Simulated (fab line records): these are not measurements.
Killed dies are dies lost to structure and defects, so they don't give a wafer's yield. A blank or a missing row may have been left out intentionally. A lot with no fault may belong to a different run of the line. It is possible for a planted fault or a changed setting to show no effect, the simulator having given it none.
Which tool was responsible? :: flow sfq_line :: 42 wafers from 14 lots sampled at 4 of the route's 325 steps

== WHAT THE GAUGES READ, wafer by wafer ==
SFQ_JJ_OVL_MEAS_931.
lot: L153
measured: day 53 02:03
on: overlay-01
J5_OVL (nm): 1 -8 0

lot: L154
measured: day 53 05:47
on: overlay-01
J5_OVL (nm): 8 7 8

lot: L155
measured: day 53 06:59
on: overlay-01
J5_OVL (nm): -3 6 2

lot: L156
measured: day 53 20:11
on: overlay-01
J5_OVL (nm): 4 6 13

lot: L157
measured: day 53 23:47
on: overlay-02
J5_OVL (nm): -2 -1 0

lot: L158
measured: day 54 02:11
on: overlay-02
J5_OVL (nm): 1 0 9

lot: L162
measured: day 54 10:35
on: overlay-02
J5_OVL (nm): -2 -7 0

lot: L163
measured: day 54 15:23
on: overlay-02
J5_OVL (nm): 5 5 1

lot: L167
measured: day 57 10:03
on: overlay-02
J5_OVL (nm): -5 -4 -3

lot: L172
measured: day 61 06:34
on: overlay-01
J5_OVL (nm): 4 0 6

lot: L173
measured: day 65 00:34
on: overlay-02
J5_OVL (nm): -5 -6 -2

lot: L174
measured: day 65 06:34
on: overlay-01
J5_OVL (nm): -4 -2 -4

lot: L175
measured: day 65 08:58
on: overlay-01
J5_OVL (nm): 6 7 1

lot: L176
measured: day 65 12:34
on: overlay-02
J5_OVL (nm): 11 10 10

== EACH LOT AND THE TOOL THAT RAN IT (in order: tool; ch and the chambers of the sampled wafers; start) ==
lot: L153
SFQ_TRILAYER_M1_STRIP_STRIP_043: rie_metal-04 ch 0,1, day 15 08:10
SFQ_TRILAYER_I2_VIA_BARC_OPEN_VIA_ETCH_096: rie_diel-03 ch 2,3, day 29 13:53
SFQ_TRILAYER_I4_VIA_STRIP_STRIP_107: rie_metal-03 ch 0,1, day 47 13:10

lot: L154
SFQ_TRILAYER_M1_STRIP_STRIP_043: rie_metal-01 ch 0,1, day 15 11:46
SFQ_TRILAYER_I2_VIA_BARC_OPEN_VIA_ETCH_096: rie_diel-02 ch 0,1,2, day 29 18:29
SFQ_TRILAYER_I4_VIA_STRIP_STRIP_107: rie_metal-01 ch 0,1, day 47 14:22

lot: L155
SFQ_TRILAYER_M1_STRIP_STRIP_043: rie_metal-01 ch 0,1, day 15 20:16
SFQ_TRILAYER_I2_VIA_BARC_OPEN_VIA_ETCH_096: rie_diel-03 ch 1,3, day 30 00:29
SFQ_TRILAYER_I4_VIA_STRIP_STRIP_107: rie_metal-03 ch 0,1, day 47 17:58

lot: L156
SFQ_TRILAYER_M1_STRIP_STRIP_043: rie_metal-01 ch 0,1, day 16 00:04
SFQ_TRILAYER_I2_VIA_BARC_OPEN_VIA_ETCH_096: rie_diel-01 ch 1,2, day 30 04:50
SFQ_TRILAYER_I4_VIA_STRIP_STRIP_107: rie_metal-03 ch 0,1, day 48 08:34

lot: L157
SFQ_TRILAYER_M1_STRIP_STRIP_043: rie_metal-02 ch 0,1, day 16 08:04
SFQ_TRILAYER_I2_VIA_BARC_OPEN_VIA_ETCH_096: rie_diel-01 ch 0,1,2, day 30 15:38
SFQ_TRILAYER_I4_VIA_STRIP_STRIP_107: rie_metal-01 ch 0,1, day 48 14:22

lot: L158
SFQ_TRILAYER_M1_STRIP_STRIP_043: rie_metal-04 ch 0,1, day 16 17:55
SFQ_TRILAYER_I2_VIA_BARC_OPEN_VIA_ETCH_096: rie_diel-03 ch 0,3, day 30 18:02
SFQ_TRILAYER_I4_VIA_STRIP_STRIP_107: rie_metal-03 ch 0,1, day 48 18:10

lot: L162
SFQ_TRILAYER_M1_STRIP_STRIP_043: rie_metal-02 ch 0,1, day 18 19:23
SFQ_TRILAYER_I2_VIA_BARC_OPEN_VIA_ETCH_096: rie_diel-03 ch 0,2,3, day 31 00:10
SFQ_TRILAYER_I4_VIA_STRIP_STRIP_107: rie_metal-02 ch 0,1, day 49 03:46

lot: L163
SFQ_TRILAYER_M1_STRIP_STRIP_043: rie_metal-04 ch 0,1, day 18 23:59
SFQ_TRILAYER_I2_VIA_BARC_OPEN_VIA_ETCH_096: rie_diel-02 ch 0,3, day 31 01:22
SFQ_TRILAYER_I4_VIA_STRIP_STRIP_107: rie_metal-01 ch 0, day 49 07:10

lot: L167
SFQ_TRILAYER_M1_STRIP_STRIP_043: rie_metal-01 ch 0,1, day 22 09:35
SFQ_TRILAYER_I2_VIA_BARC_OPEN_VIA_ETCH_096: rie_diel-03 ch 1,3, day 40 21:32
SFQ_TRILAYER_I4_VIA_STRIP_STRIP_107: rie_metal-01 ch 0, day 52 03:47

lot: L172
SFQ_TRILAYER_M1_STRIP_STRIP_043: rie_metal-04 ch 0,1, day 25 08:59
SFQ_TRILAYER_I2_VIA_BARC_OPEN_VIA_ETCH_096: rie_diel-01 ch 0,1,2, day 43 21:17
SFQ_TRILAYER_I4_VIA_STRIP_STRIP_107: rie_metal-03 ch 0,1, day 56 17:26

lot: L173
SFQ_TRILAYER_M1_STRIP_STRIP_043: rie_metal-01 ch 0,1, day 25 16:11
SFQ_TRILAYER_I2_VIA_BARC_OPEN_VIA_ETCH_096: rie_diel-03 ch 0,3, day 44 00:53
SFQ_TRILAYER_I4_VIA_STRIP_STRIP_107: rie_metal-01 ch 0,1, day 61 07:57

lot: L174
SFQ_TRILAYER_M1_STRIP_STRIP_043: rie_metal-02 ch 0,1, day 26 05:23
SFQ_TRILAYER_I2_VIA_BARC_OPEN_VIA_ETCH_096: rie_diel-02 ch 0,1,2, day 44 02:05
SFQ_TRILAYER_I4_VIA_STRIP_STRIP_107: rie_metal-01 ch 0,1, day 61 12:45

lot: L175
SFQ_TRILAYER_M1_STRIP_STRIP_043: rie_metal-01 ch 0,1, day 26 06:35
SFQ_TRILAYER_I2_VIA_BARC_OPEN_VIA_ETCH_096: rie_diel-01 ch 0,1,2, day 44 03:17
SFQ_TRILAYER_I4_VIA_STRIP_STRIP_107: rie_metal-01 ch 0, day 61 15:09

lot: L176
SFQ_TRILAYER_M1_STRIP_STRIP_043: rie_metal-01 ch 0,1, day 26 12:35
SFQ_TRILAYER_I2_VIA_BARC_OPEN_VIA_ETCH_096: rie_diel-02 ch 0,2,3, day 44 07:00
SFQ_TRILAYER_I4_VIA_STRIP_STRIP_107: rie_metal-01 ch 0,1, day 61 19:57
- SFQ_TRILAYER_M1_STRIP_STRIP_043: strips in O2.
- SFQ_TRILAYER_I2_VIA_BARC_OPEN_VIA_ETCH_096: etches BARC in O2, target depth 125 nm, time 41.7 s.
- SFQ_TRILAYER_I4_VIA_STRIP_STRIP_107: strips in O2.

== WHAT THE TOOLS THEMSELVES READ (means of the sampled wafers that have a number; where no wafer has one, the mark that the record gives instead) ==
SFQ_TRILAYER_M1_STRIP_STRIP_043.
lot: L153
tool: rie_metal-04
chamber_pressure_mTorr (mTorr): 50.00
drypump_motor_current_A (A): 5.2
oes_product_au (a.u.): 1.005

lot: L154
tool: rie_metal-01
chamber_pressure_mTorr (mTorr): 49.97
drypump_motor_current_A (A): 5.7
oes_product_au (a.u.): 1.001

lot: L155
tool: rie_metal-01
chamber_pressure_mTorr (mTorr): 50.04
drypump_motor_current_A (A): 5.7
oes_product_au (a.u.): 0.998

lot: L156
tool: rie_metal-01
chamber_pressure_mTorr (mTorr): 49.98
drypump_motor_current_A (A): 5.7
oes_product_au (a.u.): 0.997

lot: L157
tool: rie_metal-02
chamber_pressure_mTorr (mTorr): 50.01
drypump_motor_current_A (A): 6.1
oes_product_au (a.u.): 1.003

lot: L158
tool: rie_metal-04
chamber_pressure_mTorr (mTorr): 50.00
drypump_motor_current_A (A): 5.1
oes_product_au (a.u.): 0.997

lot: L162
tool: rie_metal-02
chamber_pressure_mTorr (mTorr): 49.95
drypump_motor_current_A (A): 5.9
oes_product_au (a.u.): 1.012

lot: L163
tool: rie_metal-04
chamber_pressure_mTorr (mTorr): 50.03
drypump_motor_current_A (A): 5.2
oes_product_au (a.u.): 1.005

lot: L167
tool: rie_metal-01
chamber_pressure_mTorr (mTorr): 50.00
drypump_motor_current_A (A): 5.9
oes_product_au (a.u.): 0.993

lot: L172
tool: rie_metal-04
chamber_pressure_mTorr (mTorr): -
drypump_motor_current_A (A): -
oes_product_au (a.u.): -

lot: L173
tool: rie_metal-01
chamber_pressure_mTorr (mTorr): -
drypump_motor_current_A (A): -
oes_product_au (a.u.): -

lot: L174
tool: rie_metal-02
chamber_pressure_mTorr (mTorr): 49.99
drypump_motor_current_A (A): 6.2
oes_product_au (a.u.): 0.996

lot: L175
tool: rie_metal-01
chamber_pressure_mTorr (mTorr): 50.01
drypump_motor_current_A (A): 5.7
oes_product_au (a.u.): 0.993

lot: L176
tool: rie_metal-01
chamber_pressure_mTorr (mTorr): 50.04
drypump_motor_current_A (A): 5.7
oes_product_au (a.u.): 1.005

SFQ_TRILAYER_I2_VIA_BARC_OPEN_VIA_ETCH_096.
lot: L153
tool: rie_diel-03
bias_w (W): 79.72
drypump_motor_current_A (A): 6.1
oes_product_au (a.u.): 0.681

lot: L154
tool: rie_diel-02
bias_w (W): 80.06
drypump_motor_current_A (A): 5.6
oes_product_au (a.u.): 0.689

lot: L155
tool: rie_diel-03
bias_w (W): 79.79
drypump_motor_current_A (A): 5.6
oes_product_au (a.u.): 0.689

lot: L156
tool: rie_diel-01
bias_w (W): 80.25
drypump_motor_current_A (A): 5.0
oes_product_au (a.u.): 0.682

lot: L157
tool: rie_diel-01
bias_w (W): 79.97
drypump_motor_current_A (A): 5.4
oes_product_au (a.u.): 0.683

lot: L158
tool: rie_diel-03
bias_w (W): 80.29
drypump_motor_current_A (A): 5.1
oes_product_au (a.u.): 0.684

lot: L162
tool: rie_diel-03
bias_w (W): 80.08
drypump_motor_current_A (A): 5.6
oes_product_au (a.u.): 0.685

lot: L163
tool: rie_diel-02
bias_w (W): 79.92
drypump_motor_current_A (A): 6.2
oes_product_au (a.u.): 0.689

lot: L167
tool: rie_diel-03
bias_w (W): 79.85
drypump_motor_current_A (A): 5.6
oes_product_au (a.u.): 0.681

lot: L172
tool: rie_diel-01
bias_w (W): 80.01
drypump_motor_current_A (A): 5.3
oes_product_au (a.u.): 0.690

lot: L173
tool: rie_diel-03
bias_w (W): 79.97
drypump_motor_current_A (A): 5.2
oes_product_au (a.u.): 0.687

lot: L174
tool: rie_diel-02
bias_w (W): 80.08
drypump_motor_current_A (A): 5.6
oes_product_au (a.u.): 0.689

lot: L175
tool: rie_diel-01
bias_w (W): 79.97
drypump_motor_current_A (A): 5.3
oes_product_au (a.u.): 0.684

lot: L176
tool: rie_diel-02
bias_w (W): 80.38
drypump_motor_current_A (A): 5.9
oes_product_au (a.u.): 0.680

SFQ_TRILAYER_I4_VIA_STRIP_STRIP_107.
lot: L153
tool: rie_metal-03
chamber_pressure_mTorr (mTorr): 49.98
drypump_motor_current_A (A): 5.3
oes_product_au (a.u.): 1.005

lot: L154
tool: rie_metal-01
chamber_pressure_mTorr (mTorr): 50.05
drypump_motor_current_A (A): 5.7
oes_product_au (a.u.): 0.990

lot: L155
tool: rie_metal-03
chamber_pressure_mTorr (mTorr): 49.99
drypump_motor_current_A (A): 5.7
oes_product_au (a.u.): 0.997

lot: L156
tool: rie_metal-03
chamber_pressure_mTorr (mTorr): 50.01
drypump_motor_current_A (A): 5.4
oes_product_au (a.u.): 0.999

lot: L157
tool: rie_metal-01
chamber_pressure_mTorr (mTorr): 49.98
drypump_motor_current_A (A): 5.7
oes_product_au (a.u.): 0.996

lot: L158
tool: rie_metal-03
chamber_pressure_mTorr (mTorr): 49.98
drypump_motor_current_A (A): 5.3
oes_product_au (a.u.): 1.008

lot: L162
tool: rie_metal-02
chamber_pressure_mTorr (mTorr): 50.02
drypump_motor_current_A (A): 5.9
oes_product_au (a.u.): 0.999

lot: L163
tool: rie_metal-01
chamber_pressure_mTorr (mTorr): 50.02
drypump_motor_current_A (A): 6.1
oes_product_au (a.u.): 0.999

lot: L167
tool: rie_metal-01
chamber_pressure_mTorr (mTorr): 50.01
drypump_motor_current_A (A): 6.1
oes_product_au (a.u.): 1.003

lot: L172
tool: rie_metal-03
chamber_pressure_mTorr (mTorr): 50.00
drypump_motor_current_A (A): 5.7
oes_product_au (a.u.): 1.001

lot: L173
tool: rie_metal-01
chamber_pressure_mTorr (mTorr): 50.03
drypump_motor_current_A (A): 5.7
oes_product_au (a.u.): 0.993

lot: L174
tool: rie_metal-01
chamber_pressure_mTorr (mTorr): 49.97
drypump_motor_current_A (A): 5.9
oes_product_au (a.u.): 0.992

lot: L175
tool: rie_metal-01
chamber_pressure_mTorr (mTorr): 50.06
drypump_motor_current_A (A): 6.1
oes_product_au (a.u.): 0.985

lot: L176
tool: rie_metal-01
chamber_pressure_mTorr (mTorr): 50.03
drypump_motor_current_A (A): 5.9
oes_product_au (a.u.): 0.990

== THE ANSWER, worked out from the rows above alone ==
Rule: what is usual is taken from the lots themselves. Put in order of their means at a reading, lots are off if they are a third of the lots or fewer, leave a main group of 4 or more, and stand apart from it by a gap of 3 or more times the standard deviation of the main group's means; of several such gaps the widest counts. Not used: any main group whose means are identical at the precision the tables above print for the reading. A lot without any number at a reading at which 4 lots or more have one is off too. The other lots that the step has rows for count as sound. First the gauges in route order, then the tools' own readings, where a lot's mean is used as printed above. The first step at which some lot is off is used, and at that step the reading that is off furthest; a lot without a number counts as furthest.
Off at SFQ_TRILAYER_M1_STRIP_STRIP_043 (chamber_pressure_mTorr): L172, L173. Without a number there: L172, L173. The main group: mean 50.00 mTorr, standard deviation 0.026.
If a tool, at that step or one of the process steps before it, ran each lot that is off and ran no sound lot following the first of them, it fits. Not one of the candidates tried fits.

== WHAT HAD BEEN PUT IN BY THE SIMULATOR ==
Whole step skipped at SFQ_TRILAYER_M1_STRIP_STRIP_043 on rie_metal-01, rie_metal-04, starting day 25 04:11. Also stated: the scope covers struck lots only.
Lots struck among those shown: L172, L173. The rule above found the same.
